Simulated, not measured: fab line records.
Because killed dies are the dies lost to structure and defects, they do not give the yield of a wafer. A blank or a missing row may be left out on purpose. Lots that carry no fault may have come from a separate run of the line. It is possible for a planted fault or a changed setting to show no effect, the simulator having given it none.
Comparing a struck lot with a sound one -- flow sky130 -- 15 steps out of a route of 708
Sound: wafers L846.1, L846.5, L846.6. The struck wafers were L862.2, L862.5, L862.6. The cause is named last.
Per side, at each step with rows, come the tool, then ch with its chambers, and then its first start. Under that, the readings that differ: sound wafers -- struck wafers -- difference of the means -- sigmas: that difference in standard deviations of wafers without a fault.
alike: a reading whose means differ by less than 2 such deviations, as well as words and numbers matching on both sides. not compared: withheld readings; readings where some wafer has no value; bounds like >300 that might hide an equal value; numbers whose values overlap and for which the record gives no deviation.
A row with sigmas, a row that says differs or no value, or rows on one side alone: a step with any of these is where the two part. Numbers that have no deviation but don't overlap get no sigmas and don't part them. A reading that every wafer of one side lacks parts them only if that side has two wafers or more.

SKY_METAL2_STRIP_20: strips in O2/N2.
  sound on plasma asher-02 ch 0,1, day 35 15:04; struck on plasma asher-02 ch 0,1, day 40 10:25
  alike: drypump motor current A, o2 flow sccm, oes product au, strip time to endpoint s
  not compared: rf hours counter h
then, 4 steps without rows for these wafers: SKY_METAL2_STRIP_21 (strips in post etch residue remover, time 1200 s); SKY_METAL2_CLEAN_22 (cleans in IPA, time 180 s); SKY_METAL2_CLEAN_23 (cleans in O3/DIW); SKY_VIA2_HDPCVD_00 (deposits SiO2, target thk 1180 nm, time 196.7 s).
SKY_VIA2_THK_MEAS_01:
  sound on film metro-04, day 35 15:46; struck on film metro-04, day 40 11:08
  alike: VIA2_HDPCVD_THK
SKY_VIA2_CMP_02: polishes SiO2.
  sound on cmp-02 ch 0,1,2, day 35 15:56; struck on cmp-02 ch 0,1, day 40 11:11
  alike: motor current A, retaining ring pressure frac
SKY_VIA2_BOW_MEAS_03:
  sound on film metro-01, day 35 16:08; struck on film metro-01, day 40 11:31
  alike: VIA2_BOW
then, 4 steps without rows for these wafers: SKY_VIA2_DEHYDRATE_04 (time 60 s); SKY_VIA2_HMDS_05 (prime time 60 s); SKY_VIA2_COAT_06 (resist thk 60 nm); SKY_VIA2_COAT_07 (resist thk 450 nm).
SKY_VIA2_SOFTBAKE_08: time 90 s.
  sound on litho track-02 ch 0, day 36 05:00; struck on litho track-02 ch 0, day 40 23:00
reading,sound,struck,difference,sigmas
heater power total W (W),57.43 57.25 57.37,61.39 61.04 61.34,+3.91,+36
run length s (s),119.17 119.13 119.30,103.19 103.43 103.33,-15.88,-99 or more
then, 1 step without rows for these wafers: SKY_VIA2_EXPOSE_09 (exposes mask VIM2, target cd 200 nm).
SKY_PAD_OPEN_PROBE_99:
  the record holds rows for the sound wafers here (prober-01, day 46 06:29) but none for the struck ones

== WHERE THEY PART ==
Earliest at SKY_VIA2_SOFTBAKE_08; latest, in this record, at SKY_PAD_OPEN_PROBE_99.

WHY: what the simulator had put in
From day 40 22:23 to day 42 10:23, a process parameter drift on litho track-02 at SKY_VIA2_SOFTBAKE_08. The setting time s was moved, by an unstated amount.
